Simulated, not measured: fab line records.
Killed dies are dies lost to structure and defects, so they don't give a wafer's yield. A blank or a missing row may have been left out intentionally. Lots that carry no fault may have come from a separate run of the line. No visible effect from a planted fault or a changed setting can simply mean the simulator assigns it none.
Which tool was responsible? -- flow sky130 -- Sampling: 10 lots, 30 wafers, 5 of 708 route steps

## WHAT THE GAUGES READ, wafer by wafer
SKY_VIA1_THK_MEAS_01. Usual: VIA1_HDPCVD_THK gives 1030 nm (standard deviation 10).
lot,measured,on,VIA1_HDPCVD_THK (nm),flag
L849,day 32 17:32,film metro-03,1035 1045 1037,
L851,day 33 09:43,film metro-01,1023 1033 1021,
L856,day 35 06:45,film metro-03,1034 1027 1024,
L860,day 36 17:12,film metro-03,1650 1024 1027 1649 1023 1027,OFF
L861,day 36 22:13,film metro-02,1640 1023 1024 1640 1023 1023,OFF
L865,day 38 00:11,film metro-02,1053 1049 1058,
L868,day 39 05:08,film metro-01,1034 1025 1033,
L869,day 39 12:52,film metro-02,1025 1017 1022,
L872,day 39 19:16,film metro-02,1039 1051 1032,
L871,day 39 21:33,film metro-02,1014 1008 1022,

## TOOL THAT RAN EACH LOT (tool first, then ch and the chambers of the sampled wafers, then the start)
lot,SKY_LOCAL_INTERCONNECT_ETCH_13,SKY_LOCAL_INTERCONNECT_METAL_ETCH_14,SKY_METAL1_ETCH_18,SKY_VIA1_HDPCVD_00
L849,"rie metal-02 ch 0,1, day 30 05:30","rie metal-02 ch 0,1, day 30 05:34","rie metal-04 ch 0,1, day 32 16:41","hdpcvd-01 ch 0,2, day 32 17:25"
L851,"rie metal-02 ch 0,1, day 30 21:33","rie metal-02 ch 0,1, day 30 21:37","rie metal-04 ch 0,1, day 33 08:28","hdpcvd-01 ch 1,2, day 33 09:36"
L856,"rie metal-03 ch 0,1, day 32 21:47","rie metal-03 ch 0,1, day 32 21:50","rie metal-02 ch 0, day 35 05:39","hdpcvd-01 ch 1,2, day 35 06:38"
L860,"rie metal-01 ch 0,1, day 34 07:48","rie metal-01 ch 0,1, day 34 07:52","rie metal-04 ch 0,1, day 36 16:14","hdpcvd-01 ch 0,1,2, day 36 17:02"
L861,"rie metal-02 ch 1, day 34 15:20","rie metal-02 ch 1, day 34 15:27","rie metal-02 ch 0,1, day 36 21:19","hdpcvd-01 ch 0,1,2, day 36 22:06"
L865,"rie metal-01 ch 0,1, day 35 16:29","rie metal-01 ch 0,1, day 35 16:33","rie metal-04 ch 0,1, day 37 23:20","hdpcvd-02 ch 0,1,2, day 38 00:05"
L868,"rie metal-01 ch 0,1, day 36 22:50","rie metal-01 ch 0,1, day 36 22:54","rie metal-04 ch 0,1, day 39 04:17","hdpcvd-02 ch 0,1,2, day 39 05:01"
L869,"rie metal-02 ch 0,1, day 37 06:30","rie metal-02 ch 0,1, day 37 06:34","rie metal-01 ch 0,1, day 39 12:00","hdpcvd-02 ch 0,1,2, day 39 12:47"
L872,"rie metal-02 ch 0,1, day 37 13:57","rie metal-02 ch 0,1, day 37 14:01","rie metal-01 ch 1, day 39 18:25","hdpcvd-02 ch 1,2, day 39 19:09"
L871,"rie metal-03 ch 0,1, day 37 16:08","rie metal-03 ch 0,1, day 37 16:11","rie metal-01 ch 0,1, day 39 20:40","hdpcvd-01 ch 0,2, day 39 21:25"
- SKY_LOCAL_INTERCONNECT_ETCH_13: etches BARC in N2/H2, stops on SiO2, time 45.9 s, target depth 60 nm.
- SKY_LOCAL_INTERCONNECT_METAL_ETCH_14: etches TiN in Cl2/BCl3, stops on PSG, target depth 110 nm, time 31.4 s.
- SKY_METAL1_ETCH_18: etches BARC in N2/H2, stops on SiO2, time 45.9 s, target depth 60 nm.
- SKY_VIA1_HDPCVD_00: deposits SiO2, target thk 1030 nm, time 171.7 s.

## AS READ BY THE TOOLS THEMSELVES (means over the sampled wafers that have a number; for cases with no such wafer, the mark the record gives instead)
SKY_LOCAL_INTERCONNECT_ETCH_13. Usual: drypump motor current A 5.8 A, standard deviation 0.4; n2 flow sccm 100.06 sccm, standard deviation 0.27; oes product au 0.857 a.u., standard deviation 0.0054; throttle valve pct 13.224 %, standard deviation 0.0096.
lot,tool,drypump motor current A (A),n2 flow sccm (sccm),oes product au (a.u.),throttle valve pct (%),flag
L849,rie metal-02,5.7,100.05,0.859,13.231,
L851,rie metal-02,5.7,100.31,0.862,13.222,
L856,rie metal-03,5.6,99.91,0.851,13.227,
L860,rie metal-01,6.0,100.30,0.853,13.217,
L861,rie metal-02,5.8,100.13,0.859,13.234,
L865,rie metal-01,6.0,100.19,0.855,13.223,
L868,rie metal-01,6.0,100.15,0.860,13.210,
L869,rie metal-02,5.8,99.91,0.852,13.225,
L872,rie metal-02,5.8,99.91,0.857,13.233,
L871,rie metal-03,5.9,99.72,0.857,13.218,

SKY_LOCAL_INTERCONNECT_METAL_ETCH_14. Usual: drypump motor current A 5.8 A, standard deviation 0.4; oes product au 0.943 a.u., standard deviation 0.0072; throttle valve pct 21.900 %, standard deviation 0.01.
lot,tool,drypump motor current A (A),oes product au (a.u.),throttle valve pct (%),flag
L849,rie metal-02,5.7,0.934,21.899,
L851,rie metal-02,5.7,0.929,21.905,
L856,rie metal-03,5.6,0.939,21.891,
L860,rie metal-01,6.0,0.946,21.896,
L861,rie metal-02,5.8,0.954,21.884,
L865,rie metal-01,6.0,0.942,21.903,
L868,rie metal-01,6.0,0.948,21.897,
L869,rie metal-02,5.8,0.945,21.910,
L872,rie metal-02,5.8,0.947,21.901,
L871,rie metal-03,5.9,0.946,21.890,

SKY_METAL1_ETCH_18. Usual: drypump motor current A 5.6 A, standard deviation 0.45; n2 flow sccm 100.0 sccm, standard deviation 0.3; oes product au 0.855 a.u., standard deviation 0.0048; throttle valve pct 13.224 %, standard deviation 0.0094.
lot,tool,drypump motor current A (A),n2 flow sccm (sccm),oes product au (a.u.),throttle valve pct (%),flag
L849,rie metal-04,5.3,100.1,0.863,13.230,
L851,rie metal-04,5.3,99.9,0.855,13.236,
L856,rie metal-02,5.7,99.7,0.858,13.219,
L860,rie metal-04,5.6,100.1,0.849,13.234,
L861,rie metal-02,5.7,99.4,0.853,13.222,
L865,rie metal-04,5.2,99.8,0.854,13.229,
L868,rie metal-04,5.3,100.1,0.853,13.219,
L869,rie metal-01,5.6,99.8,0.858,13.219,
L872,rie metal-01,6.4,100.3,0.854,13.224,
L871,rie metal-01,5.6,100.0,0.854,13.224,

## THE ANSWER, worked out from the rows above alone
Rule: lot off if the mean of its wafers having a number is beyond 3 standard deviations from the usual mean. Also off: a lot with no number at a reading for which 4 or more lots have one. The other lots that the step has rows for count as sound. After the gauges, taken in route order, come the tools' own readings; for these a lot's mean is taken, as printed above. At the first step where some lot is off, the reading lying furthest off is the one used; lots without a number count as furthest.
Off: at SKY_VIA1_THK_MEAS_01 (VIA1_HDPCVD_THK), L860, L861.
If a tool, at a process step before that reading, ran all the lots that are off and no sound lot after the first of them, it fits. The gauges at SKY_VIA1_THK_MEAS_01 are tried like those tools. Not one of the candidates tried fits.

## WHAT THE SIMULATOR PUT IN
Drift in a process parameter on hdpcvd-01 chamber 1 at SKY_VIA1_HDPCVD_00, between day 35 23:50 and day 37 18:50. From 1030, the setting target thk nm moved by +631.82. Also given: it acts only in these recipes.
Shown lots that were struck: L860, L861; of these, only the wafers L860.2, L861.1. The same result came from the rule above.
